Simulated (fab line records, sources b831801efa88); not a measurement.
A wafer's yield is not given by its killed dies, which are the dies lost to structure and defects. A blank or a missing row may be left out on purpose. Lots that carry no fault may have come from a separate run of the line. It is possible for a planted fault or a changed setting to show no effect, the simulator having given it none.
fab line records	flow gf180mcu	part 1 of 2: steps 1 to 24 of 34
record: lots: 5	wafers: 15	lastDay: 34
route steps=602 shown M5@530 V5@540
lots that met no fault: taken from a fault-free run of the same line
startH: hours from the record's first day to the start of the lot's first wafer shown	waitH: hours elapsed since this lot's preceding step	" identical to the entry in the row above	L1.1+2: several wafers, shown together as one row	- value missing, or start not given	* or withheld: withheld	< > ~ a bound
route shown NAME@n: a module of which the file shows steps, and the number in the route of the first	usual: mean/standard deviation of fault-free wafers	same: alike in all rows	chamber/n: place in a boat	sites: the reading at each site	_std_site: standard deviation across them	_edge_site: the outer-site mean with the inner-site mean subtracted	radiusMm: for every site, how far away it sits from the centre of the wafer	mask NAME#n: copy n	behind: the last tool/chamber to shape the wafer	hold: why the lot was held/for how many hours/how that ended	device: the n, p or np transistor that did not switch	end of line: the tests these same wafers got at the end of their route	where a step has no rows: the recipe by itself	killed: dies lost to structure and defects at the first sort, not the wafer's yield	map: a wafer's dies, marking killed ones x, the rest . and places with no die _
set.NAME: the setting that was run; set.NAME@STEP: the one run at that earlier step	model.NAME: the simulator's own value behind a step, which no gauge read
lots at some steps of the route; a table a step, a row a wafer
services: the hour from which a tool's chamber was out of use, counted from the record's first day as startH (under 0 if before that day), plus the number of hours and why
== steps ==
step: GF_M5_EXPOSE_04
recipe: maskId: Metal5	targetCdNm: 280	na: 0.68	sourceShape: conventional	sigmaOuter: 0.6	doseMj: 28
usual: reticleTempC: 22.99/0.094
same: sigmaOuter: 0.6
lot.wafer	tool	chamber	startH	waitH	mask	reticleTempC
L077.2	krfScanner-02	0	-	-	Metal5#0	23.14
L077.4	"	0	"	"	Metal5#0	23.08
L077.5	"	0	"	"	Metal5#0	22.98
L079.2	krfScanner-02	0	-	-	Metal5#0	22.95
L079.4	"	0	"	"	Metal5#0	23.16
L079.5	"	0	"	"	Metal5#0	23.00
L089.1	krfScanner-02	0	-	-	Metal5#0	22.94
L089.3	"	0	"	"	Metal5#0	22.86
L089.6	"	0	"	"	Metal5#0	22.92
L094.1	krfScanner-01	0	-	-	Metal5#0	23.10
L094.5	"	0	"	"	Metal5#0	23.17
L094.6	"	0	"	"	Metal5#0	23.06
L097.1	krfScanner-01	0	-	-	Metal5#0	23.05
L097.3	"	0	"	"	Metal5#0	22.91
L097.6	"	0	"	"	Metal5#0	22.97
step: GF_M5_PEB_05
recipe: pebTempC: 135	pebTimeS: 90	resist: KrF
usual: chillPlateTempC: 22.99/0.12	resistLineTempC: 23.01/0.1
lot.wafer	tool	chamber	startH	waitH	chillPlateTempC	resistLineTempC
L077.2	lithoTrack-03	0	-	-	22.97	22.98
L077.4	"	0	"	"	22.96	23.08
L077.5	"	0	"	"	22.80	23.00
L079.2	lithoTrack-04	0	-	-	22.98	22.95
L079.4	"	0	"	"	23.06	23.02
L079.5	"	0	"	"	22.95	23.04
L089.1	lithoTrack-02	0	-	-	23.01	22.84
L089.3	"	0	"	"	23.04	22.92
L089.6	"	0	"	"	23.09	22.95
L094.1	lithoTrack-03	0	-	-	23.17	23.29
L094.5	"	0	"	"	23.15	23.13
L094.6	"	0	"	"	23.19	23.14
L097.1	lithoTrack-02	0	-	-	22.89	22.92
L097.3	"	0	"	"	23.13	23.01
L097.6	"	0	"	"	23.09	23.05
step: GF_M5_DEVELOP_06
recipe: developTimeS: 60	devTempC: 21
usual: chillPlateTempC: 22.99/0.11	resistLineTempC: 22.97/0.1
lot.wafer	tool	chamber	startH	waitH	chillPlateTempC	resistLineTempC
L077.2	lithoTrack-03	0	625.34	0.2	22.95	22.89
L077.4	"	0	"	"	23.06	22.96
L077.5	"	0	"	"	22.84	22.94
L079.2	lithoTrack-04	0	648.23	0.2	23.08	23.02
L079.4	"	0	"	"	23.12	22.99
L079.5	"	0	"	"	22.98	22.98
L089.1	lithoTrack-02	0	716.02	0.2	23.04	22.95
L089.3	"	0	"	"	23.14	23.04
L089.6	"	0	"	"	23.09	23.04
L094.1	lithoTrack-03	0	748.42	0.2	22.94	23.10
L094.5	"	0	"	"	22.90	22.97
L094.6	"	0	"	"	22.83	22.92
L097.1	lithoTrack-02	0	763.62	0.2	23.03	23.11
L097.3	"	0	"	"	22.82	23.08
L097.6	"	0	"	"	22.97	22.97
step: GF_M5_CD_MEAS_07
recipe: targetCdNm: 280
usual: cdNm: 280.1/1.1
lot.wafer	tool	chamber	startH	waitH	cdNm
L077.2	cdSem-02	-	625.49	0.1	279.6
L077.4	"	-	"	"	279.9
L077.5	"	-	"	"	280.9
L079.2	cdSem-01	-	648.37	0.1	280.3
L079.4	"	-	"	"	280.2
L079.5	"	-	"	"	279.8
L089.1	cdSem-02	-	716.17	0.1	280.1
L089.3	"	-	"	"	280.3
L089.6	"	-	"	"	278.9
L094.1	cdSem-02	-	748.57	0.1	279.5
L094.5	"	-	"	"	280.3
L094.6	"	-	"	"	278.9
L097.1	cdSem-01	-	763.77	0.1	280.6
L097.3	"	-	"	"	280.4
L097.6	"	-	"	"	279.1
step: GF_M5_OVL_MEAS_08
usual: M5_OVL: 0/4.4
lot.wafer	tool	chamber	startH	waitH	M5_OVL[nm]
L077.2	overlay-01	-	625.59	0.1	4
L077.4	"	-	"	"	6
L077.5	"	-	"	"	0
L079.2	overlay-01	-	648.48	0.1	5
L079.4	"	-	"	"	1
L079.5	"	-	"	"	1
L089.1	overlay-02	-	716.29	0.1	8
L089.3	"	-	"	"	5
L089.6	"	-	"	"	-1
L094.1	overlay-02	-	748.69	0.1	-3
L094.5	"	-	"	"	2
L094.6	"	-	"	"	5
L097.1	overlay-01	-	763.89	0.1	3
L097.3	"	-	"	"	-5
L097.6	"	-	"	"	1
step: GF_M5_ETCH_09
recipe: chemistry: CF4/O2	target: Si3N4	targetDepthNm: 52	sourceW: 800	biasW: 150	pressureMtorr: 150	cf4FlowSccm: 80	O2_flow_sccm: 10	timeS: 11.6
usual: drypumpMotorCurrentA: 5.6/0.45	oesProductAu: 1.001/0.0076	throttleValvePct: 5.969/0.0085
lot.wafer	tool	chamber	startH	waitH	drypumpMotorCurrentA	oesProductAu	rfHoursCounterH	throttleValvePct
L077.2	rieDiel-01	3	625.62	0.0	5.7	0.998	51	5.972
L077.4	"	0	"	"	5.6	0.995	-	5.977
L077.5	"	1	"	"	5.0	0.997	-	5.964
L079.2	rieDiel-04	3	648.51	0.0	5.7	0.995	28	5.972
L079.4	"	2	"	"	6.6	1.015	6	5.961
L079.5	"	0	"	"	5.3	1.002	-	5.960
L089.1	rieDiel-01	1	716.32	0.0	5.0	1.003	4	5.981
L089.3	"	3	"	"	5.7	1.006	54	5.969
L089.6	"	1	"	"	5.0	0.993	-	5.947
L094.1	rieDiel-01	0	748.73	0.0	5.5	0.993	12	5.972
L094.5	"	1	"	"	5.0	1.000	-	5.980
L094.6	"	0	"	"	5.6	0.997	-	5.972
L097.1	rieDiel-01	1	763.92	0.0	5.0	0.998	6	5.976
L097.3	"	0	"	"	5.6	0.988	13	5.972
L097.6	"	3	"	"	5.7	1.006	-	5.972
step: GF_M5_METAL_ETCH_10
recipe: chemistry: Cl2/BCl3	maskMaterial: KrF	targetDepthNm: 750.8	stopOn: SiO2	pressureMtorr: 8	icpW: 800	biasW: 140	Cl2_flow_sccm: 80	bcl3FlowSccm: 40	timeS: 125.1
usual: drypumpMotorCurrentA: 5.8/0.58	oesProductAu: 0.992/0.0052	throttleValvePct: 28.228/0.0099
lot.wafer	tool	chamber	startH	waitH	drypumpMotorCurrentA	oesProductAu	rfHoursCounterH	throttleValvePct
L077.2	rieMetal-02	1	625.65	0.0	6.0	0.996	3	28.218
L077.4	"	0	"	"	5.4	0.983	-	28.236
L077.5	"	0	"	"	5.4	0.982	-	28.233
L079.2	rieMetal-03	1	648.53	0.0	6.8	0.998	9	28.227
L079.4	"	1	"	"	6.8	0.987	-	28.221
L079.5	"	0	"	"	4.9	0.989	-	28.233
L089.1	rieMetal-03	0	716.35	0.0	4.9	0.982	15	28.215
L089.3	"	0	"	"	4.9	0.990	-	28.230
L089.6	"	1	"	"	6.8	0.993	-	28.230
L094.1	rieMetal-02	0	748.75	0.0	5.4	0.984	12	28.235
L094.5	"	1	"	"	6.0	0.995	-	28.232
L094.6	"	0	"	"	5.5	0.990	-	28.216
L097.1	rieMetal-01	1	763.95	0.0	6.0	0.993	3	28.231
L097.3	"	1	"	"	6.0	0.993	-	28.223
L097.6	"	1	"	"	6.0	0.999	-	28.232
step: GF_M5_STRIP_11
recipe: chemistry: O2/N2	powerW: 1400	pressureMtorr: 1500	platenTempC: 250	o2FlowSccm: 3000	n2FlowSccm: 300	overashFraction: 0.5
usual: drypumpMotorCurrentA: 5.68/0.25	heaterPowerW: 330/29	oesProductAu: 0.523/0.0044	stripTimeToEndpointS: 7.04/0.037
same: overashFraction: 0.5
lot.wafer	tool	chamber	startH	waitH	drypumpMotorCurrentA	heaterPowerW	oesProductAu	rfHoursCounterH	stripTimeToEndpointS
L077.2	plasmaAsher-02	1	625.78	0.1	5.27	350	0.518	52	7.05
L077.4	"	1	"	"	5.25	361	0.518	-	7.11
L077.5	"	0	"	"	5.65	308	0.540	-	7.12
L079.2	plasmaAsher-02	1	648.66	0.1	5.28	355	0.527	55	7.09
L079.4	"	0	"	"	5.64	321	0.528	-	7.08
L079.5	"	1	"	"	5.28	353	0.522	-	7.09
L089.1	plasmaAsher-03	1	716.47	0.1	5.96	374	0.517	29	7.01
L089.3	"	1	"	"	5.98	382	0.526	-	7.05
L089.6	"	1	"	"	5.97	366	0.525	-	6.98
L094.1	plasmaAsher-02	1	748.88	0.1	5.25	350	0.529	66	7.16
L094.5	"	1	"	"	5.27	353	0.523	-	7.04
L094.6	"	0	"	"	5.65	310	0.528	-	7.13
L097.1	plasmaAsher-03	1	764.20	0.2	5.94	375	0.519	34	7.01
L097.3	"	1	"	"	5.95	375	0.533	-	7.07
L097.6	"	0	"	"	5.51	312	0.527	-	7.04
step: GF_M5_STRIP_12
recipe: chemistry: postEtchResidueRemover	timeS: 1200	tempC: 72.5
lot.wafer	tool	chamber	startH	waitH
L077.2+4+5	wetBench-03	0	625.88	0.1
L079.2+4+5	wetBench-01	2	648.76	0.1
L089.1+3+6	wetBench-01	1	716.57	0.1
L094.1+5+6	wetBench-04	1	748.98	0.1
L097.1+3+6	wetBench-03	1	764.30	0.1
step: GF_M5_CLEAN_13
recipe: chemistry: DIW	dry: n2Spin
lot.wafer	tool	chamber	startH	waitH
L077.2+4+5	wetBench-04	1	626.25	0.0
L079.2+4+5	wetBench-04	0	649.10	0.0
L089.1+3+6	wetBench-03	1	716.95	0.0
L094.1+5+6	wetBench-04	3	749.36	0.0
L097.1+3+6	wetBench-04	0	764.65	0.0
step: GF_V5_CVD_00
recipe: material: SiO2	targetThkNm: 300	sigmaOpenFrac: 0.3	tempC: 400	timeS: 50	sih4FlowSccm: 60	pressureMtorr: 6
lot.wafer	tool	chamber	startH	waitH
L077.2+4+5	hdpcvd-02	2,2,0	626.34	0.0
L079.2+4+5	hdpcvd-02	2,2,1	649.19	0.0
L089.1+3+6	hdpcvd-02	1,2,0	717.04	0.0
L094.1+5+6	hdpcvd-02	0,0,2	749.46	0.0
L097.1+3+6	hdpcvd-01	1,2,0	764.74	0.0
step: GF_V5_THK_MEAS_01
recipe: reads: SiO2_of_V5_CVD_00
usual: V5_CVD_00_THK: 300/3.1
lot.wafer	tool	chamber	startH	waitH	V5_CVD_00_THK[nm]
L077.2	filmMetro-02	-	626.39	0.0	307
L077.4	"	-	"	"	310
L077.5	"	-	"	"	306
L079.2	filmMetro-02	-	649.25	0.0	302
L079.4	"	-	"	"	299
L079.5	"	-	"	"	303
L089.1	filmMetro-02	-	717.08	0.0	300
L089.3	"	-	"	"	298
L089.6	"	-	"	"	299
L094.1	filmMetro-04	-	749.50	0.0	298
L094.5	"	-	"	"	300
L094.6	"	-	"	"	297
L097.1	filmMetro-02	-	764.78	0.0	300
L097.3	"	-	"	"	303
L097.6	"	-	"	"	302
step: GF_V5_CVD_02
recipe: material: SiO2	targetThkNm: 1450	precursor: TEOS	tempC: 400	timeS: 163.28	rfW: 600
usual: heaterPowerW: 689/82
lot.wafer	tool	chamber	startH	waitH	heaterPowerW
L077.2	pecvd-04	0	626.44	0.0	572
L077.4	"	2	"	"	744
L077.5	"	1	"	"	831
L079.2	pecvd-01	1	649.30	0.0	712
L079.4	"	0	"	"	652
L079.5	"	2	"	"	729
L089.1	pecvd-04	0	717.14	0.1	646
L089.3	"	2	"	"	616
L089.6	"	0	"	"	516
L094.1	pecvd-01	2	749.56	0.1	685
L094.5	"	0	"	"	652
L094.6	"	2	"	"	739
L097.1	pecvd-01	2	764.84	0.1	713
L097.3	"	0	"	"	693
L097.6	"	1	"	"	751
step: GF_V5_THK_MEAS_03
recipe: reads: SiO2_of_V5_CVD_02
usual: V5_CVD_02_THK: 1453/19
lot.wafer	tool	chamber	startH	waitH	V5_CVD_02_THK[nm]
L077.2	filmMetro-02	-	626.56	0.1	1440
L077.4	"	-	"	"	1479
L077.5	"	-	"	"	1462
L079.2	filmMetro-02	-	649.42	0.1	1423
L079.4	"	-	"	"	1434
L079.5	"	-	"	"	1431
L089.1	filmMetro-01	-	717.25	0.1	1444
L089.3	"	-	"	"	1460
L089.6	"	-	"	"	1466
L094.1	filmMetro-02	-	749.67	0.1	1440
L094.5	"	-	"	"	1477
L094.6	"	-	"	"	1471
L097.1	filmMetro-04	-	764.95	0.1	1427
L097.3	"	-	"	"	1431
L097.6	"	-	"	"	1450
step: GF_V5_CMP_04
recipe: material: SiO2	downForcePsi: 4	platenRpm: 60	padVelocityMS: 0.94248
usual: motorCurrentA: 12.0/0.71
lot.wafer	tool	chamber	startH	waitH	motorCurrentA
L077.2	cmp-02	2	626.61	0.0	10.8
L077.4	"	1	"	"	12.7
L077.5	"	2	"	"	10.8
L079.4	cmp-02	2	649.57	0.1	10.6
L079.2	"	3	"	"	12.2
L079.5	"	0	"	"	11.7
L089.1	cmp-01	2	717.36	0.1	13.2
L089.3	"	3	"	"	12.8
L089.6	"	2	"	"	12.0
L094.1	cmp-02	2	749.88	0.2	11.1
L094.6	"	3	"	"	11.5
L094.5	"	0	"	"	12.2
L097.1	cmp-01	3	765.06	0.1	12.3
L097.3	"	1	"	"	11.4
L097.6	"	2	"	"	12.2
step: GF_V5_BOW_MEAS_05
recipe: mode: bow
usual: V5_BOW: 135/8.3
lot.wafer	tool	chamber	startH	waitH	V5_BOW[um]
L077.2	filmMetro-02	-	626.93	0.3	142
L077.4	"	-	"	"	135
L077.5	"	-	"	"	142
L079.2	filmMetro-04	-	649.79	0.1	123
L079.4	"	-	"	"	123
L079.5	"	-	"	"	120
L089.1	filmMetro-02	-	717.61	0.2	138
L089.3	"	-	"	"	129
L089.6	"	-	"	"	134
L094.1	filmMetro-04	-	750.03	0.1	129
L094.5	"	-	"	"	117
L094.6	"	-	"	"	130
L097.1	filmMetro-01	-	765.31	0.2	145
L097.3	"	-	"	"	123
L097.6	"	-	"	"	138
step: GF_V5_DEHYDRATE_06
recipe: tempC: 200	timeS: 60
usual: chillPlateTempC: 22.99/0.11	resistLineTempC: 22.98/0.095
lot.wafer	tool	chamber	startH	waitH	chillPlateTempC	resistLineTempC
L077.2	lithoTrack-02	0	636.09	9.1	22.97	23.09
L077.4	"	0	"	"	22.89	23.01
L077.5	"	0	"	"	23.02	23.03
L079.2	lithoTrack-03	0	658.79	9.0	22.90	22.94
L079.4	"	0	"	"	22.81	22.96
L079.5	"	0	"	"	22.77	23.05
L089.1	lithoTrack-03	0	725.87	8.2	23.08	22.97
L089.3	"	0	"	"	23.12	22.80
L089.6	"	0	"	"	22.95	22.87
L094.1	lithoTrack-01	0	757.95	7.9	23.10	23.17
L094.5	"	0	"	"	23.26	22.94
L094.6	"	0	"	"	23.26	22.94
L097.1	lithoTrack-02	0	772.62	7.3	22.99	22.94
L097.3	"	0	"	"	22.92	23.00
L097.6	"	0	"	"	22.97	22.88
step: GF_V5_HMDS_07
recipe: primeTimeS: 60	primeTempC: 120
usual: chillPlateTempC: 23.00/0.13	resistLineTempC: 23.01/0.096
lot.wafer	tool	chamber	startH	waitH	chillPlateTempC	resistLineTempC
L077.2	lithoTrack-02	0	636.24	0.1	23.38	23.13
L077.4	"	0	"	"	23.22	23.00
L077.5	"	0	"	"	23.18	23.10
L079.2	lithoTrack-03	0	658.94	0.1	22.75	22.85
L079.4	"	0	"	"	22.78	23.07
L079.5	"	0	"	"	22.93	23.06
L089.1	lithoTrack-03	0	726.02	0.1	23.19	22.95
L089.3	"	0	"	"	23.12	23.02
L089.6	"	0	"	"	23.20	22.93
L094.1	lithoTrack-01	0	758.10	0.1	23.21	23.02
L094.5	"	0	"	"	23.07	23.03
L094.6	"	0	"	"	22.91	22.99
L097.1	lithoTrack-02	0	772.77	0.1	23.15	23.10
L097.3	"	0	"	"	23.09	23.01
L097.6	"	0	"	"	23.04	23.01
step: GF_V5_COAT_08
recipe: resist: BARC	tempC: withheld	timeS: withheld	spinRpm: withheld	resistThkNm: withheld
usual: chillPlateTempC: *	resistLineTempC: *
lot.wafer	tool	chamber	startH	waitH	chillPlateTempC	resistLineTempC
L077.2	lithoTrack-02	0	636.39	0.1	*	*
L077.4	"	0	"	"	*	*
L077.5	"	0	"	"	*	*
L079.2	lithoTrack-03	0	659.09	0.1	*	*
L079.4	"	0	"	"	*	*
L079.5	"	0	"	"	*	*
L089.1	lithoTrack-03	0	726.17	0.1	*	*
L089.3	"	0	"	"	*	*
L089.6	"	0	"	"	*	*
L094.1	lithoTrack-01	0	758.25	0.1	*	*
L094.5	"	0	"	"	*	*
L094.6	"	0	"	"	*	*
L097.1	lithoTrack-02	0	772.92	0.1	*	*
L097.3	"	0	"	"	*	*
L097.6	"	0	"	"	*	*
step: GF_V5_COAT_09
recipe: resist: KrF	spinRpm: withheld	resistThkNm: 1000
usual: chillPlateTempC: 23.00/0.1	resistLineTempC: 23.01/0.1
lot.wafer	tool	chamber	startH	waitH	chillPlateTempC	resistLineTempC
L077.2	lithoTrack-02	0	-	-	23.18	22.99
L077.4	"	0	"	"	23.09	23.04
L077.5	"	0	"	"	23.05	23.13
L079.2	lithoTrack-03	0	-	-	23.03	23.05
L079.4	"	0	"	"	23.11	23.07
L079.5	"	0	"	"	22.90	23.03
L089.1	lithoTrack-03	0	-	-	23.09	22.97
L089.3	"	0	"	"	22.99	23.02
L089.6	"	0	"	"	22.91	23.05
L094.1	lithoTrack-01	0	-	-	23.10	22.95
L094.5	"	0	"	"	22.95	22.99
L094.6	"	0	"	"	22.97	22.96
L097.1	lithoTrack-02	0	-	-	23.02	23.18
L097.3	"	0	"	"	23.19	23.14
L097.6	"	0	"	"	23.19	23.20
step: GF_V5_SOFTBAKE_10
recipe: tempC: 130	timeS: 60	resist: KrF
usual: chillPlateTempC: 23.00/0.1	resistLineTempC: 23.01/0.12
lot.wafer	tool	chamber	startH	waitH	chillPlateTempC	resistLineTempC
L077.2	lithoTrack-02	0	-	-	22.96	22.89
L077.4	"	0	"	"	23.04	22.93
L077.5	"	0	"	"	22.88	22.91
L079.2	lithoTrack-03	0	-	-	22.85	23.08
L079.4	"	0	"	"	23.19	22.92
L079.5	"	0	"	"	22.93	23.06
L089.1	lithoTrack-03	0	-	-	22.97	22.89
L089.3	"	0	"	"	22.89	23.00
L089.6	"	0	"	"	22.81	23.02
L094.1	lithoTrack-01	0	-	-	23.01	22.95
L094.5	"	0	"	"	23.07	23.03
L094.6	"	0	"	"	22.94	23.10
L097.1	lithoTrack-02	0	-	-	23.08	23.05
L097.3	"	0	"	"	23.16	23.15
L097.6	"	0	"	"	23.12	23.05
step: GF_V5_EXPOSE_11
recipe: maskId: Via5	targetCdNm: 260	na: 0.68	sourceShape: conventional	sigmaOuter: 0.6	doseMj: 38
usual: reticleTempC: 23.01/0.11
same: sigmaOuter: 0.6
lot.wafer	tool	chamber	startH	waitH	mask	reticleTempC
L077.2	krfScanner-02	0	-	-	Via5#0	23.00
L077.4	"	0	"	"	Via5#0	23.00
L077.5	"	0	"	"	Via5#0	22.84
L079.2	krfScanner-02	0	-	-	Via5#0	22.94
L079.4	"	0	"	"	Via5#0	22.91
L079.5	"	0	"	"	Via5#0	22.92
L089.1	krfScanner-01	0	-	-	Via5#0	23.14
L089.3	"	0	"	"	Via5#0	23.04
L089.6	"	0	"	"	Via5#0	22.94
L094.1	krfScanner-02	0	-	-	Via5#0	22.97
L094.5	"	0	"	"	Via5#0	22.72
L094.6	"	0	"	"	Via5#0	23.04
L097.1	krfScanner-01	0	-	-	Via5#0	22.92
L097.3	"	0	"	"	Via5#0	22.96
L097.6	"	0	"	"	Via5#0	22.89
step: GF_V5_PEB_12
recipe: pebTempC: 135	pebTimeS: 90	resist: KrF
usual: chillPlateTempC: 22.99/0.1	resistLineTempC: 23.00/0.1
lot.wafer	tool	chamber	startH	waitH	chillPlateTempC	resistLineTempC
L077.2	lithoTrack-03	0	-	-	23.05	23.08
L077.4	"	0	"	"	23.08	23.12
L077.5	"	0	"	"	22.91	23.14
L079.2	lithoTrack-01	0	-	-	22.88	23.15
L079.4	"	0	"	"	23.01	23.21
L079.5	"	0	"	"	22.85	23.15
L089.1	lithoTrack-03	0	-	-	22.99	23.07
L089.3	"	0	"	"	22.97	22.99
L089.6	"	0	"	"	22.93	23.11
L094.1	lithoTrack-01	0	-	-	22.88	22.99
L094.5	"	0	"	"	23.04	22.91
L094.6	"	0	"	"	23.09	22.85
L097.1	lithoTrack-03	0	-	-	23.08	22.96
L097.3	"	0	"	"	23.13	22.90
L097.6	"	0	"	"	23.23	22.81
step: GF_V5_DEVELOP_13
recipe: developTimeS: 60	resist: KrF	devTempC: 21
usual: chillPlateTempC: 23.02/0.096	resistLineTempC: 23.01/0.098
lot.wafer	tool	chamber	startH	waitH	chillPlateTempC	resistLineTempC
L077.2	lithoTrack-03	0	646.34	0.2	23.05	22.90
L077.4	"	0	"	"	23.17	22.95
L077.5	"	0	"	"	23.11	22.99
L079.2	lithoTrack-01	0	668.78	0.2	22.94	22.99
L079.4	"	0	"	"	22.95	22.93
L079.5	"	0	"	"	22.94	22.79
L089.1	lithoTrack-03	0	735.47	0.2	23.16	23.01
L089.3	"	0	"	"	23.12	23.04
L089.6	"	0	"	"	22.90	23.16
L094.1	lithoTrack-01	0	766.15	0.2	23.04	22.98
L094.5	"	0	"	"	23.19	23.01
L094.6	"	0	"	"	22.98	23.05
L097.1	lithoTrack-03	0	780.72	0.2	22.94	22.92
L097.3	"	0	"	"	22.87	23.01
L097.6	"	0	"	"	22.94	23.05
